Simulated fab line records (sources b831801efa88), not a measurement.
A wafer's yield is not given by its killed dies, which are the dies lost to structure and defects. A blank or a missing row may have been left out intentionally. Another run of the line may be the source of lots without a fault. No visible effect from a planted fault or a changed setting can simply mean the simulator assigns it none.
A struck lot beside a sound one / flow sky130 / 14 out of 708 route steps
Sound: the wafers L226.1, L226.3, L226.6. Struck: wafers L232.2, L232.4, L232.5. At the end, the cause is stated.
For every step that has rows: the tool of each side, followed by ch and its chambers, followed by its first start. Under that, the readings that differ: sound wafers / struck wafers / difference of the means / sigmas: that difference in standard deviations of wafers without a fault.
alike: same words and numbers on both sides, and readings whose means sit less than 2 such deviations apart. not compared: any withheld reading, any reading some wafer has no value for, any bound like >300 that may hide the same value, and any number with overlapping values for which the record gives no deviation.
Wherever a step has rows on one side only, a row that says differs or no value, or a row with sigmas, the two part there. Non-overlapping numbers with no deviation appear without sigmas and do not part them. Lack of a reading on every wafer of one side parts them only where that side has two or more wafers.

SKY_METAL2_SPUTTER_00: material Ti, target thk 15 nm, time 10 s.
  sound: pvd sputter-01 at day 38 00:04; struck: pvd sputter-01 at day 39 11:11
  alike: throttle valve pct
SKY_METAL2_SPUTTER_01: material TiN, target thk 20 nm, time 16.7 s.
  sound: pvd sputter-01 at day 38 00:05; struck: pvd sputter-01 at day 39 11:13
  alike: throttle valve pct
SKY_METAL2_SPUTTER_02: material AlCu, target thk 250 nm, time 13.3 s.
  sound: pvd sputter-01 at day 38 00:07; struck: pvd sputter-01 at day 39 11:14
  alike: throttle valve pct
SKY_METAL2_SPUTTER_03: material Ti, target thk 5 nm, time 3.3 s.
  sound: pvd sputter-01 at day 38 00:08; struck: pvd sputter-01 at day 39 11:16
  alike: throttle valve pct
SKY_METAL2_SPUTTER_04: material TiN, target thk 70 nm, time 58.3 s.
  sound: pvd sputter-01 at day 38 00:09; struck: pvd sputter-01 at day 39 11:17
  alike: throttle valve pct
SKY_METAL2_RS_MEAS_05: uses a four-point probe to measure.
  sound: film metro-04 at day 38 00:12; struck: film metro-04 at day 39 11:21
  alike: METAL2_ALCU_RS
SKY_METAL2_THK_MEAS_06: measures by xrf.
  sound: film metro-04 at day 38 00:19; struck: film metro-04 at day 39 11:28
  alike: METAL2_ALCU_THK
then, 5 steps without rows for these wafers: SKY_METAL2_DEHYDRATE_07 (time 60 s); SKY_METAL2_HMDS_08 (prime time 60 s); SKY_METAL2_COAT_09 (resist thk 60 nm); SKY_METAL2_COAT_10 (resist thk 450 nm); SKY_METAL2_SOFTBAKE_11 (time 90 s).
SKY_METAL2_EXPOSE_12: exposes mask MM2, target cd 140 nm.
  sound on krf scanner-01 ch 0, day 38 13:18; struck on krf scanner-02, day 40 00:14
  no value came back on the struck wafers for exposure dose mJ cm2, focus offset nm (nm), sigma inner; on the sound wafers exposure dose mJ cm2 reads 27.976 27.965 27.975
  alike: mask
after that, 1 step had no rows for these wafers: SKY_METAL2_PEB_13.

WHERE THEY PART
Within this record, at SKY_METAL2_EXPOSE_12 only.

WHY: what the simulator had put in
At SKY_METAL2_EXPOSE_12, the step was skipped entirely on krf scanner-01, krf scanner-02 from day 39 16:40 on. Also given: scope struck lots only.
